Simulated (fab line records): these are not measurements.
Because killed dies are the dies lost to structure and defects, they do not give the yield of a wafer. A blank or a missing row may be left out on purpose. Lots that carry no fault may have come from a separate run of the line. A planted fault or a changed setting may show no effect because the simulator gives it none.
fab line records | flow sfq_line
record: lots: 7 | wafers: 21 | last_day: 86
route steps=325 shown M6@259 I6@266
lots that met no fault: taken from a fault-free run of the same line
start_h: hours from the record's first day to the start of the lot's first wafer shown | wait_h: hours since the lot's step before | " unchanged from the row above | L1.1+2: several wafers, shown together as one row | - no value, or no start given | * or withheld: withheld | < > ~ a bound
route shown NAME@n: NAME is a module with steps in the file, n the number in the route of the first one | usual: mean and standard deviation over wafers with no fault | same: alike in all rows | chamber/n: place in a boat | sites: each site's reading | _std_site: standard deviation across them | _edge_site: mean of outer sites minus mean of inner sites | radius_mm: for every site, how far away it sits from the centre of the wafer | mask NAME#n: copy n | behind: the last tool/chamber to shape the wafer | hold: why the lot went on hold/how many hours it stayed there/how the hold came to an end | device: the transistor (n, p or np) that didn't switch | end of line: tests of these same wafers at the route's end | a step without rows: its recipe alone | killed: count of dies lost to structure and defects at first sort (not the wafer's yield) | map: a wafer's dies, x killed, . not, _ none there
set.NAME: the setting the step ran with; set.NAME@STEP: the setting that earlier step ran with | model.NAME: the simulator's own value behind a step, which no gauge read
lots seen at some steps along the route; tables by step, rows by wafer
services: when a tool's chamber went out of use (start_h, in hours from the record's first day, below 0 if earlier), for how many hours, and the reason
== steps ==
step: SFQ_TRILAYER_M6_LITHO_PEB_162
recipe: peb_temp_c: 115 | peb_time_s: 60 | resist: KrF
step: SFQ_TRILAYER_M6_LITHO_DEVELOP_161
recipe: time_s: 60 | resist: KrF
step: SFQ_M6_OVL_MEAS_940
usual: M6_OVL: 0/5.2
lot.wafer | tool       | chamber | start_h | wait_h | M6_OVL[nm]
L907.1    | overlay-01 | -       | 1810.32 | 0.1    | 3
L907.4    | "          | -       | "       | "      | 6
L907.5    | "          | -       | "       | "      | 6
L910.2    | overlay-02 | -       | 1816.81 | 0.1    | -2
L910.4    | "          | -       | "       | "      | -1
L910.6    | "          | -       | "       | "      | -6
L912.4    | overlay-02 | -       | 1822.82 | 0.1    | 5
L912.5    | "          | -       | "       | "      | 6
L912.6    | "          | -       | "       | "      | 6
L913.2    | overlay-02 | -       | 1828.81 | 0.1    | 3
L913.4    | "          | -       | "       | "      | 2
L913.5    | "          | -       | "       | "      | -8
L914.1    | overlay-02 | -       | 1833.60 | 0.1    | 9
L914.3    | "          | -       | "       | "      | 6
L914.4    | "          | -       | "       | "      | -1
L915.1    | overlay-02 | -       | 1839.60 | 0.1    | -1
L915.2    | "          | -       | "       | "      | 2
L915.5    | "          | -       | "       | "      | -1
L918.1    | overlay-01 | -       | 1847.55 | 0.1    | -8
L918.2    | "          | -       | "       | "      | 0
L918.6    | "          | -       | "       | "      | -2
step: SFQ_TRILAYER_M6_BARC_OPEN_METAL_ETCH_206
recipe: mask_material: PR | chemistry: O2 | target_depth_nm: 125 | target: BARC | icp_w: 600 | bias_w: 80 | pressure_mtorr: 10 | time_s: 41.7
step: SFQ_TRILAYER_M6_ETCH_METAL_ETCH_162
recipe: target: Nb | stop_on: SiO2 | mask_material: PR | chemistry: Cl2/Ar | target_depth_nm: 240 | icp_w: 600 | bias_w: 80 | pressure_mtorr: 10 | time_s: 120
usual: bias_w: 80.02/0.24 | drypump_motor_current_A: 5.6/0.49 | oes_product_au: 0.894/0.0064 | rf_fwd_power_W: 596.5/2.2
lot.wafer | tool         | chamber | start_h | wait_h | bias_w | drypump_motor_current_A | oes_product_au | rf_fwd_power_W | rf_hours_counter_h
L907.1    | rie_metal-03 | 1       | 1810.42 | 0.0    | 80.07  | 6.4                     | 0.888          | 597.1          | 83
L907.4    | "            | 1       | "       | "      | 80.05  | 6.4                     | 0.890          | 596.9          | -
L907.5    | "            | 0       | "       | "      | 79.93  | 5.1                     | 0.890          | 599.7          | -
L910.2    | rie_metal-01 | 0       | 1816.90 | 0.0    | 80.22  | 5.4                     | 0.887          | 598.0          | 18
L910.4    | "            | 0       | "       | "      | 80.08  | 5.3                     | 0.896          | 596.1          | -
L910.6    | "            | 0       | "       | "      | 79.89  | 5.4                     | 0.900          | 598.6          | -
L912.4    | rie_metal-03 | 1       | 1822.94 | 0.1    | 79.52  | 6.4                     | 0.905          | 595.8          | -
L912.5    | "            | 1       | "       | "      | 79.98  | 6.4                     | 0.897          | 592.8          | -
L912.6    | "            | 0       | "       | "      | 79.68  | 5.1                     | 0.894          | 593.6          | -
L913.2    | rie_metal-03 | 1       | 1828.90 | 0.0    | 79.90  | 6.4                     | 0.892          | 596.9          | 86
L913.4    | "            | 1       | "       | "      | 79.98  | 6.4                     | 0.891          | 595.0          | -
L913.5    | "            | 1       | "       | "      | 79.96  | 6.4                     | 0.885          | 596.9          | -
L914.1    | rie_metal-01 | 1       | 1833.70 | 0.0    | 79.55  | 5.4                     | 0.902          | 597.6          | 99
L914.3    | "            | 0       | "       | "      | 80.08  | 5.3                     | 0.899          | 597.0          | -
L914.4    | "            | 1       | "       | "      | 79.75  | 5.4                     | 0.893          | 597.5          | -
L915.1    | rie_metal-01 | 0       | 1839.70 | 0.0    | 79.88  | 5.3                     | 0.899          | 597.4          | 21
L915.2    | "            | 1       | "       | "      | 80.30  | 5.4                     | 0.895          | 599.1          | 100
L915.5    | "            | 1       | "       | "      | 80.08  | 5.4                     | 0.892          | 597.2          | -
L918.1    | rie_metal-03 | 0       | 1847.65 | 0.0    | 80.07  | 5.1                     | 0.894          | 593.5          | 121
L918.2    | "            | 1       | "       | "      | 80.17  | 6.4                     | 0.897          | 595.5          | 90
L918.6    | "            | 0       | "       | "      | 80.58  | 5.1                     | 0.890          | 590.9          | -
step: SFQ_TRILAYER_M6_STRIP_STRIP_163
recipe: gas: O2 | power_w: 200 | platen_temp_c: 40 | overash_fraction: 0.65 | chemistry: O2 | pressure_mtorr: 50
step: SFQ_TRILAYER_M6_STRIP_SOLV_CLEAN_164
recipe: chemistry: NMP | temp_c: 70 | time_s: 600
step: SFQ_TRILAYER_I6_DEP_PECVD_165
recipe: material: SiO2 | temp_c: 150 | time_s: 111.11 | pressure_torr: 2.4 | rf_w: 183.3 | precursor: SiH4/N2O | target_thk_nm: 500
usual: heater_power_w: 95/24 | rf_fwd_power_W: 182.2/0.66 | throttle_valve_pct: 24.8/1.1
lot.wafer | tool     | chamber | start_h | wait_h | heater_power_w | rf_fwd_power_W | throttle_valve_pct
L907.1    | pecvd-03 | 2       | 1811.33 | 0.0    | 121            | 181.8          | 23.7
L907.4    | "        | 0       | "       | "      | 91             | 183.1          | 24.7
L907.5    | "        | 2       | "       | "      | 126            | 183.0          | 23.4
L910.2    | pecvd-03 | 2       | 1817.80 | 0.0    | 121            | 183.2          | 23.7
L910.4    | "        | 0       | "       | "      | 87             | 182.3          | 24.8
L910.6    | "        | 2       | "       | "      | 121            | 183.4          | 23.5
L912.4    | pecvd-02 | 0       | 1823.85 | 0.0    | 79             | 181.5          | 27.0
L912.5    | "        | 2       | "       | "      | 69             | 182.1          | 25.9
L912.6    | "        | 1       | "       | "      | 85             | 182.7          | 23.0
L913.2    | pecvd-03 | 2       | 1829.80 | 0.0    | 124            | 182.9          | 23.8
L913.4    | "        | 2       | "       | "      | 102            | 182.8          | 23.7
L913.5    | "        | 1       | "       | "      | 66             | 181.3          | 25.6
L914.1    | pecvd-04 | 0       | 1834.60 | 0.0    | 103            | 181.2          | 25.2
L914.3    | "        | 2       | "       | "      | 140            | 182.7          | 24.8
L914.4    | "        | 0       | "       | "      | 90             | 182.3          | 25.3
L915.1    | pecvd-03 | 0       | 1840.60 | 0.0    | 95             | 183.4          | 24.7
L915.2    | "        | 2       | "       | "      | 123            | 181.4          | 23.6
L915.5    | "        | 1       | "       | "      | 59             | 181.9          | 25.3
L918.1    | pecvd-03 | 2       | 1848.55 | 0.0    | 121            | 182.4          | 24.1
L918.2    | "        | 1       | "       | "      | 68             | 182.7          | 25.3
L918.6    | "        | 0       | "       | "      | 81             | 182.8          | 24.9
step: SFQ_TRILAYER_I6_CMP_CMP_166
recipe: material: SiO2 | down_force_psi: 3 | platen_rpm: 60 | pad_velocity_m_s: 0.94248
usual: edge_zone_pressure_frac: 1.000/0.0051 | motor_current_A: 9.7/0.89 | platen_rpm: 60.00/0.036 | time_to_endpoint_s: 218/8
lot.wafer | tool   | chamber | start_h | wait_h | edge_zone_pressure_frac | motor_current_A | platen_rpm | time_to_endpoint_s
L907.1    | cmp-01 | 0       | 1813.61 | 2.2    | 0.997                   | 9.9             | 60.01      | 211
L907.4    | "      | 1       | "       | "      | 1.002                   | 10.0            | 59.96      | 213
L907.5    | "      | 3       | 1815.11 | 3.7    | 1.007                   | 8.7             | 60.03      | 219
L910.2    | cmp-01 | 2       | 1819.11 | 1.3    | 1.002                   | 9.0             | 60.02      | 213
L910.4    | "      | 0       | 1820.11 | 2.2    | 0.997                   | 9.7             | 60.10      | 225
L910.6    | "      | 2       | 1821.11 | 3.2    | 1.003                   | 9.2             | 59.97      | 226
L912.4    | cmp-02 | 1       | 1824.39 | 0.5    | 0.998                   | 10.2            | 60.00      | 218
L912.6    | "      | 0       | 1825.89 | 2.0    | 1.007                   | 9.7             | 60.01      | 217
L912.5    | "      | 1       | "       | "      | 0.994                   | 10.2            | 60.00      | 215
L913.2    | cmp-01 | 3       | 1830.88 | 1.0    | 1.008                   | 8.6             | 60.09      | 212
L913.4    | "      | 0       | "       | "      | 0.991                   | 9.8             | 59.95      | 216
L913.5    | "      | 2       | 1832.38 | 2.5    | 0.996                   | 9.4             | 59.96      | 227
L914.1    | cmp-02 | 1       | 1837.02 | 2.4    | 0.994                   | 9.7             | 59.94      | 207
L914.4    | "      | 2       | "       | "      | 0.999                   | 10.1            | 59.95      | 214
L914.3    | "      | 3       | "       | "      | 0.999                   | 11.7            | 60.00      | 215
L915.1    | cmp-02 | 0       | 1842.52 | 1.9    | 0.997                   | 9.9             | 59.97      | 214
L915.2    | "      | 1       | "       | "      | 1.002                   | 10.0            | 60.02      | 209
L915.5    | "      | 0       | 1844.52 | 3.8    | 0.998                   | 10.1            | 59.94      | 219
L918.1    | cmp-02 | 3       | 1848.63 | 0.0    | 0.998                   | 11.1            | 60.03      | 206
L918.2    | "      | 0       | "       | "      | 0.997                   | 9.7             | 59.99      | 206
L918.6    | "      | 3       | 1850.63 | 2.0    | 1.009                   | 12.3            | 60.00      | 220
step: SFQ_I6_BOW_MEAS_941
recipe: mode: bow
usual: I6_BOW: 5/11
lot.wafer | tool          | chamber | start_h | wait_h | I6_BOW[um]
L907.1    | film_metro-02 | -       | 1815.61 | 1.5    | -8
L907.4    | "             | -       | "       | "      | -23
L907.5    | "             | -       | "       | "      | -15
L910.2    | film_metro-02 | -       | 1821.63 | 2.0    | -14
L910.4    | "             | -       | "       | "      | 8
L910.6    | "             | -       | "       | "      | 8
L912.4    | film_metro-01 | -       | 1826.95 | 2.1    | 7
L912.5    | "             | -       | "       | "      | 3
L912.6    | "             | -       | "       | "      | 19
L913.2    | film_metro-02 | -       | 1832.90 | 1.5    | 8
L913.4    | "             | -       | "       | "      | 24
L913.5    | "             | -       | "       | "      | 5
L914.1    | film_metro-02 | -       | 1839.52 | 2.0    | 4
L914.3    | "             | -       | "       | "      | 2
L914.4    | "             | -       | "       | "      | -3
L915.1    | film_metro-02 | -       | 1845.52 | 2.5    | -15
L915.2    | "             | -       | "       | "      | 10
L915.5    | "             | -       | "       | "      | 1
L918.1    | film_metro-01 | -       | 1851.63 | 2.5    | 13
L918.2    | "             | -       | "       | "      | -1
L918.6    | "             | -       | "       | "      | 1
step: SFQ_TRILAYER_I6_METRO_MEASURE_167
step: SFQ_TRILAYER_I6_VIA_LITHO_COAT_174
recipe: resist: BARC | spin_rpm: 3000 | resist_thk_nm: 62
step: SFQ_TRILAYER_I6_VIA_LITHO_COAT_169
recipe: resist: KrF | spin_rpm: 3000 | resist_thk_nm: 650
usual: exhaust_pa: 45.0/0.84
lot.wafer | tool           | chamber | start_h | wait_h | exhaust_pa | model.KrF_of_TRILAYER_I6_VIA_LITHO_COAT_169.thk_nm
L907.1    | litho_track-01 | 0       | 1817.23 | 0.2    | 43.8       | 650.8
L907.4    | "              | 0       | "       | "      | 44.3       | 649.6
L907.5    | "              | 0       | "       | "      | 44.6       | 650.7
L910.2    | litho_track-04 | 0       | 1823.30 | 0.2    | 46.5       | 650.2
L910.4    | "              | 0       | "       | "      | 46.2       | 651.1
L910.6    | "              | 0       | "       | "      | 46.8       | 651.7
L912.4    | litho_track-01 | 0       | 1828.66 | 0.2    | 45.4       | 649
L912.5    | "              | 0       | "       | "      | 46.3       | 671.5
L912.6    | "              | 0       | "       | "      | 45.7       | 652.5
L913.2    | litho_track-01 | 0       | 1834.55 | 0.2    | 44.0       | 648.3
L913.4    | "              | 0       | "       | "      | 45.1       | 649.3
L913.5    | "              | 0       | "       | "      | 44.4       | 671
L914.1    | litho_track-01 | 0       | 1841.14 | 0.2    | 44.0       | 669
L914.3    | "              | 0       | "       | "      | 44.7       | 671.7
L914.4    | "              | 0       | "       | "      | 43.4       | 648.3
L915.1    | litho_track-04 | 0       | 1847.14 | 0.2    | 46.0       | 651.6
L915.2    | "              | 0       | "       | "      | 45.4       | 650.4
L915.5    | "              | 0       | "       | "      | 44.9       | 649.7
L918.1    | litho_track-02 | 0       | 1853.25 | 0.2    | 45.4       | 649.6
L918.2    | "              | 0       | "       | "      | 45.2       | 650.4
L918.6    | "              | 0       | "       | "      | 44.9       | 650.3
step: SFQ_TRILAYER_I6_VIA_LITHO_SOFTBAKE_173
recipe: temp_c: withheld | time_s: withheld | resist: KrF
step: SFQ_TRILAYER_I6_VIA_LITHO_EXPOSE_170
recipe: mask_id: I6 | na: 0.6 | source_shape: conventional | sigma_outer: 0.65 | target_cd_nm: 700 | dose_mj: 21.3
step: SFQ_TRILAYER_I6_VIA_LITHO_PEB_172
recipe: peb_temp_c: 115 | peb_time_s: 60 | resist: KrF
step: SFQ_TRILAYER_I6_VIA_LITHO_DEVELOP_171
recipe: time_s: 60 | resist: KrF
step: SFQ_I6_OVL_MEAS_942
usual: I6_OVL: 1/5.1
lot.wafer | tool       | chamber | start_h | wait_h | I6_OVL[nm]
L907.1    | overlay-02 | -       | 1821.60 | 0.1    | -4
L907.4    | "          | -       | "       | "      | 0
L907.5    | "          | -       | "       | "      | -2
L910.2    | overlay-02 | -       | 1830.01 | 0.1    | -2
L910.4    | "          | -       | "       | "      | -2
L910.6    | "          | -       | "       | "      | -3
L912.4    | overlay-02 | -       | 1836.02 | 0.1    | 10
L912.5    | "          | -       | "       | "      | 4
L912.6    | "          | -       | "       | "      | 3
L913.2    | overlay-02 | -       | 1840.81 | 0.1    | 0
L913.4    | "          | -       | "       | "      | -1
L913.5    | "          | -       | "       | "      | -3
L914.1    | overlay-02 | -       | 1845.60 | 0.1    | -2
L914.3    | "          | -       | "       | "      | -5
L914.4    | "          | -       | "       | "      | 4
L915.1    | overlay-02 | -       | 1852.35 | 0.1    | 9
L915.2    | "          | -       | "       | "      | 10
L915.5    | "          | -       | "       | "      | 3
L918.1    | overlay-02 | -       | 1960.33 | 0.1    | -4
L918.2    | "          | -       | "       | "      | -7
L918.6    | "          | -       | "       | "      | -6
step: SFQ_TRILAYER_I6_VIA_BARC_OPEN_VIA_ETCH_235
recipe: mask_material: PR | chemistry: O2 | target_depth_nm: 125 | target: BARC | source_w: 500 | bias_w: 80 | pressure_mtorr: 30 | time_s: 41.7
usual: bias_w: 80.01/0.21 | drypump_motor_current_A: 5.9/0.48 | oes_product_au: 0.686/0.0046 | rf_fwd_power_W: 494.5/2.1
lot.wafer | tool        | chamber | start_h | wait_h | bias_w | drypump_motor_current_A | oes_product_au | rf_fwd_power_W | rf_hours_counter_h
L907.1    | rie_diel-03 | 1       | 1821.64 | 0.0    | 79.87  | 6.6                     | 0.688          | 494.5          | 3
L907.4    | "           | 0       | "       | "      | 79.98  | 5.7                     | 0.678          | 491.0          | 1
L907.5    | "           | 1       | "       | "      | 79.82  | 6.6                     | 0.682          | 495.5          | -
L910.2    | rie_diel-03 | 2       | 1830.04 | 0.0    | 80.25  | 5.7                     | 0.684          | 497.6          | 14
L910.4    | "           | 1       | "       | "      | 80.03  | 6.6                     | 0.682          | 496.0          | 3
L910.6    | "           | 0       | "       | "      | 79.86  | 5.7                     | 0.680          | 492.8          | -
L912.4    | rie_diel-03 | 0       | 1836.04 | 0.0    | 80.08  | 5.8                     | 0.694          | 492.4          | 2
L912.5    | "           | 1       | "       | "      | 79.97  | 6.6                     | 0.689          | 497.8          | -
L912.6    | "           | 2       | "       | "      | 79.51  | 5.7                     | 0.686          | 496.1          | -
L913.2    | rie_diel-04 | 3       | 1840.84 | 0.0    | 79.91  | 6.2                     | 0.688          | 496.4          | 14
L913.4    | "           | 0       | "       | "      | 79.95  | 6.6                     | 0.683          | 492.2          | 6
L913.5    | "           | 1       | "       | "      | 79.88  | 5.7                     | 0.688          | 498.8          | -
L914.1    | rie_diel-02 | 2       | 1845.64 | 0.0    | 79.99  | 6.0                     | 0.680          | 492.7          | 12
L914.3    | "           | 0       | "       | "      | 79.92  | 5.8                     | 0.691          | 490.6          | 16
L914.4    | "           | 3       | "       | "      | 80.15  | 5.6                     | 0.681          | 495.7          | -
L915.1    | rie_diel-04 | 1       | 1852.39 | 0.0    | 79.72  | 5.7                     | 0.686          | 497.4          | 5
L915.2    | "           | 2       | "       | "      | 79.33  | 6.2                     | 0.689          | 492.7          | 13
L915.5    | "           | 0       | "       | "      | 79.88  | 6.5                     | 0.685          | 493.3          | -
L918.1    | rie_diel-02 | 0       | 1960.37 | 0.0    | 79.98  | 5.9                     | 0.681          | 489.2          | 17
L918.2    | "           | 3       | "       | "      | 79.82  | 5.6                     | 0.684          | 494.2          | 1
L918.6    | "           | 1       | "       | "      | 79.94  | 5.5                     | 0.688          | 494.0          | -
step: SFQ_TRILAYER_I6_VIA_ETCH_VIA_ETCH_172
recipe: target: SiO2 | stop_on: Nb | mask_material: PR | taper_deg: 20 | chemistry: CHF3 | target_depth_nm: 260 | source_w: 500 | bias_w: 80 | pressure_mtorr: 30 | time_s: withheld
usual: bias_w: 79.99/0.24 | drypump_motor_current_A: 5.9/0.48 | oes_product_au: 0.855/0.0051 | rf_fwd_power_W: 498.2/1.5
lot.wafer | tool        | chamber | start_h | wait_h | bias_w | drypump_motor_current_A | oes_product_au | rf_fwd_power_W | model.KrF_of_TRILAYER_I6_VIA_LITHO_COAT_169.thk_nm
L907.1    | rie_diel-03 | 1       | 1821.68 | 0.0    | 80.08  | 6.6                     | 0.852          | 500.1          | 528.3
L907.4    | "           | 0       | "       | "      | 80.23  | 5.7                     | 0.856          | 497.1          | 527.2
L907.5    | "           | 1       | "       | "      | 79.82  | 6.6                     | 0.863          | 501.4          | 528.8
L910.2    | rie_diel-03 | 2       | 1830.08 | 0.0    | 80.32  | 5.7                     | 0.859          | 497.1          | 527.4
L910.4    | "           | 1       | "       | "      | 80.01  | 6.6                     | 0.853          | 495.8          | 528.4
L910.6    | "           | 0       | "       | "      | 80.03  | 5.7                     | 0.859          | 496.8          | 529.1
L912.4    | rie_diel-03 | 0       | 1836.08 | 0.0    | 79.82  | 5.8                     | 0.859          | 496.7          | 526.8
L912.5    | "           | 1       | "       | "      | 80.17  | 6.6                     | 0.848          | 497.1          | 548.9
L912.6    | "           | 2       | "       | "      | 80.44  | 5.7                     | 0.850          | 495.8          | 530.4
L913.2    | rie_diel-04 | 3       | 1840.88 | 0.0    | 79.88  | 6.3                     | 0.865          | 497.2          | 524.9
L913.4    | "           | 0       | "       | "      | 80.33  | 6.5                     | 0.858          | 497.5          | 527.2
L913.5    | "           | 1       | "       | "      | 80.04  | 5.7                     | 0.860          | 499.8          | 550.5
L914.1    | rie_diel-02 | 2       | 1845.68 | 0.0    | 79.96  | 6.0                     | 0.862          | 494.5          | 546.9
L914.3    | "           | 0       | "       | "      | 79.81  | 5.8                     | 0.853          | 497.0          | 549.8
L914.4    | "           | 3       | "       | "      | 79.69  | 5.6                     | 0.859          | 500.5          | 527.9
L915.1    | rie_diel-04 | 1       | 1852.43 | 0.0    | 80.04  | 5.7                     | 0.850          | 499.1          | 530.5
L915.2    | "           | 2       | "       | "      | 80.12  | 6.2                     | 0.849          | 497.8          | 528.3
L915.5    | "           | 0       | "       | "      | 80.27  | 6.6                     | 0.846          | 499.4          | 527.3
L918.1    | rie_diel-02 | 0       | 1960.41 | 0.0    | 79.64  | 5.8                     | 0.854          | 499.2          | 526.7
L918.2    | "           | 3       | "       | "      | 79.88  | 5.6                     | 0.862          | 498.4          | 529.4
L918.6    | "           | 1       | "       | "      | 79.60  | 5.4                     | 0.862          | 499.1          | 527.3
step: SFQ_TRILAYER_I6_VIA_STRIP_STRIP_173
recipe: gas: O2 | power_w: 200 | platen_temp_c: 40 | overash_fraction: 0.65 | chemistry: O2 | pressure_mtorr: 50
usual: drypump_motor_current_A: 5.4/0.48 | oes_product_au: 0.999/0.0073
lot.wafer | tool         | chamber | start_h | wait_h | drypump_motor_current_A | oes_product_au | rf_hours_counter_h
L907.1    | rie_metal-01 | 1       | 1821.79 | -      | 5.4                     | 0.999          | 98
L907.4    | "            | 1       | "       | "      | 5.4                     | 1.004          | -
L907.5    | "            | 0       | "       | "      | 5.4                     | 0.983          | -
L910.2    | rie_metal-04 | 0       | 1830.19 | -      | 4.9                     | 1.004          | 33
L910.4    | "            | 1       | "       | "      | 5.4                     | 0.994          | -
L910.6    | "            | 1       | "       | "      | 5.5                     | 0.999          | -
L912.4    | rie_metal-03 | 0       | 1836.39 | -      | 5.1                     | 0.994          | -
L912.5    | "            | 0       | "       | "      | 5.1                     | 0.989          | -
L912.6    | "            | 1       | "       | "      | 6.4                     | 0.996          | -
L913.2    | rie_metal-03 | 0       | 1840.99 | -      | 5.1                     | 0.992          | 120
L913.4    | "            | 1       | "       | "      | 6.4                     | 0.988          | -
L913.5    | "            | 0       | "       | "      | 5.1                     | 1.005          | -
L914.1    | rie_metal-03 | 0       | 1845.79 | -      | 5.1                     | 0.991          | 121
L914.3    | "            | 1       | "       | "      | 6.4                     | 1.004          | -
L914.4    | "            | 0       | "       | "      | 5.1                     | 0.998          | -
L915.1    | rie_metal-03 | 1       | 1852.54 | -      | 6.4                     | 0.998          | 91
L915.2    | "            | 0       | "       | "      | 5.1                     | 0.991          | 122
L915.5    | "            | 1       | "       | "      | 6.4                     | 0.990          | -
L918.1    | rie_metal-04 | 0       | 1960.52 | -      | 4.9                     | 0.998          | 49
L918.2    | "            | 1       | "       | "      | 5.5                     | 0.991          | 121
L918.6    | "            | 0       | "       | "      | 4.9                     | 1.009          | -
== services ==
tool         | chamber | start_h | hours | kind
rie_diel-02  | 1       | 1786.85 | 12.7  | repair
rie_diel-02  | 0       | 1815.79 | 9.2   | repair
rie_metal-03 | -       | 1817.67 | 0.1   | repair
cmp-01       | -       | 1832.88 | 4.9   | pm
rie_diel-02  | 0       | 1842.68 | 2.2   | repair
rie_diel-03  | 2       | 1846.68 | 1.2   | repair
rie_diel-03  | -       | 1858.82 | 2.8   | pm
cmp-01       | -       | 1883.29 | 0.2   | repair
rie_metal-03 | 1       | 1889.14 | 4.3   | repair
rie_metal-01 | -       | 1899.60 | 14.6  | pm
cmp-02       | -       | 1904.79 | 3.1   | repair
rie_diel-02  | -       | 1912.55 | 1.2   | repair
rie_diel-03  | 2       | 1915.22 | 1.5   | repair
pecvd-03     | 1       | 1924.19 | 8.1   | repair
cmp-01       | -       | 1925.79 | 24.6  | repair
cmp-01       | -       | 1928.16 | 1.5   | repair
rie_metal-01 | 1       | 1928.58 | 8.2   | repair
cmp-02       | -       | 1934.99 | 1.2   | repair
rie_diel-03  | 3       | 1937.14 | 2.4   | repair
cmp-02       | -       | 1942.91 | 4.0   | pm
rie_metal-03 | -       | 1943.98 | 14.6  | pm
rie_diel-02  | 2       | 1946.15 | 8.6   | repair
rie_metal-01 | -       | 1948.68 | 71.0  | repair
cmp-02       | -       | 1952.67 | 7.6   | pm
== key ==
first_sign none at tools or gauges
model_effect: step: SFQ_TRILAYER_I6_VIA_LITHO_COAT_169 | value: KrF_of_TRILAYER_I6_VIA_LITHO_COAT_169.thk_nm | without: 647.8 | struck: 670.8
model_effect: step: SFQ_TRILAYER_I6_VIA_ETCH_VIA_ETCH_172 | value: KrF_of_TRILAYER_I6_VIA_LITHO_COAT_169.thk_nm | without: 526.1 | struck: 549.1
met_at SFQ_TRILAYER_I6_VIA_LITHO_COAT_169
struck_wafers L912.5,L913.5,L914.1,L914.3
onset_between 1817.23 1828.66
fault: kind: process_parameter_drift | tool: litho_track-01 | chamber: - | onset_h: 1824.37 | steps: SFQ_TRILAYER_I6_VIA_LITHO_COAT_169 | channel: resist_thk_nm | offset: 23.08 | shape: step | end_h: 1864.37 | scope: struck_wafers_only | acts_in: these_recipes_only | stated: 650
